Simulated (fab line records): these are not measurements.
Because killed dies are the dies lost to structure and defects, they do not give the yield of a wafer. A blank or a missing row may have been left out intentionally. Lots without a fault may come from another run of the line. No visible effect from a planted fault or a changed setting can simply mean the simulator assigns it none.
Split-lot experiment + flow sky130 + 5 lots, 23 wafers read, on a route of 708 steps

## SPLIT DETAILS
At SKY_VIA1_ETCH_15 (etches SiO2 in C4F8/O2/Ar, stops on TiN, target depth 351 nm, time 54 s), the setting time-s was moved away from the recipe's 54 s on 6 of the 23 wafers read, by -12.4% to +12.1%. The other wafers ran this setting at the recipe's value.

The split's own step is where the reading is taken.

## THE READING
KrF-thick_of_VIA1_COAT_07.thk-nm (the simulator's own value, which no gauge read), in nm, at SKY_VIA1_ETCH_15 (etches SiO2 in C4F8/O2/Ar, stops on TiN, target depth 351 nm, time 54 s). No usual value for it is given in the file. Average 323.5 nm, standard deviation 1.7 nm, over the 17 wafers here run with the recipe.

| wafer  | tool, chamber at the split | time-s as run, s | against the recipe | KrF-thick_of_VIA1_COAT_07.thk-nm, nm | against lot-mates on the recipe |
|--------|----------------------------|------------------|--------------------|--------------------------------------|---------------------------------|
| L075.1 | rie-diel-02, 2             | 54               | recipe             | 323.8                                | -                               |
| L075.2 | rie-diel-02, 3             | 47.31            | -12.4%             | 328.8                                | +5.2                            |
| L075.3 | rie-diel-02, 1             | 54               | recipe             | 324.3                                | -                               |
| L075.4 | rie-diel-02, 0             | 54               | recipe             | 322.8                                | -                               |
| L075.6 | rie-diel-02, 1             | 47.31            | -12.4%             | 331.2                                | +7.6                            |
| L077.2 | rie-diel-04, 2             | 54               | recipe             | 321.9                                | -                               |
| L077.3 | rie-diel-04, 3             | 54               | recipe             | 322.1                                | -                               |
| L077.5 | rie-diel-04, 0             | 54               | recipe             | 324.2                                | -                               |
| L079.1 | rie-diel-02, 2             | 54               | recipe             | 321.3                                | -                               |
| L079.2 | rie-diel-02, 0             | 54               | recipe             | 325                                  | -                               |
| L079.4 | rie-diel-02, 3             | 54               | recipe             | 320.4                                | -                               |
| L079.5 | rie-diel-02, 1             | 54               | recipe             | 323.9                                | -                               |
| L079.6 | rie-diel-02, 0             | 54               | recipe             | 324                                  | -                               |
| L081.1 | rie-diel-02, 3             | 54               | recipe             | 320.7                                | -                               |
| L081.2 | rie-diel-02, 0             | 60.51            | +12.1%             | 314.1                                | -8.4                            |
| L081.3 | rie-diel-02, 1             | 54               | recipe             | 323.8                                | -                               |
| L081.4 | rie-diel-02, 2             | 60.51            | +12.1%             | 314.7                                | -7.8                            |
| L081.6 | rie-diel-02, 0             | 54               | recipe             | 322.9                                | -                               |
| L085.1 | rie-diel-01, 0             | 59.18            | +9.6%              | 320.1                                | -5.8                            |
| L085.2 | rie-diel-01, 3             | 54               | recipe             | 326.1                                | -                               |
| L085.4 | rie-diel-01, 1             | 54               | recipe             | 325.2                                | -                               |
| L085.5 | rie-diel-01, 1             | 59.18            | +9.6%              | 318.6                                | -7.3                            |
| L085.6 | rie-diel-01, 0             | 54               | recipe             | 326.4                                | -                               |

FIT RESULTS
A straight line over all 23 wafers: KrF-thick_of_VIA1_COAT_07.thk-nm changes by -0.585 nm for each +1% of time-s; r = -0.89; the points scatter about the line by 1.8 nm.
The same after taking each lot's own level away (the mean of its wafers on the recipe; 23 wafers): -0.606 nm for each +1%; r = -0.95; scatter 1.3 nm.
Per that fit: largest time-s move, reading shift of 7.5 nm.
From 322.47 to 325.90 nm: that is the span of the lots' own levels, equal to 2.0 times the standard deviation above.
Hence the lot-to-lot level has little effect on the slope; both slopes agree.
Check: +8.06 nm against its lot-mates is what the line predicts for one of the wafers moved furthest among these (-12.4%) when that wafer is left out of the fit. Against them it came out at +5.17 nm.

## OTHER SPLITS APPLIED TO THESE WAFERS
Note: prior to the reading, these wafers also went through further splits. Each is held against what the fit with the lots' levels taken away leaves over:
| other split on the same wafers          | wafers away from the commonest value | r with KrF-thick_of_VIA1_COAT_07.thk-nm (lot level and that fit taken away) |
|-----------------------------------------|--------------------------------------|-----------------------------------------------------------------------------|
| SKY_LI_CONTACT_SPUTTER_20 power-w       | 7                                    | +0.25                                                                       |
| SKY_CONTACT_SPUTTER_23 time-s           | 6                                    | -0.22                                                                       |
| SKY_METAL1_SPUTTER_01 power-w           | 5                                    | +0.01                                                                       |
| SKY_METAL1_METAL_ETCH_19 over-etch-frac | 10                                   | -0.26                                                                       |
| SKY_VIA1_HDPCVD_00 sih4-flow-sccm       | 10                                   | +0.19                                                                       |

## THE FILE'S OWN FIT
KrF-thick_of_VIA1_COAT_07.thk-nm changes by -0.613 nm for each +1% of time-s, r = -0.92.
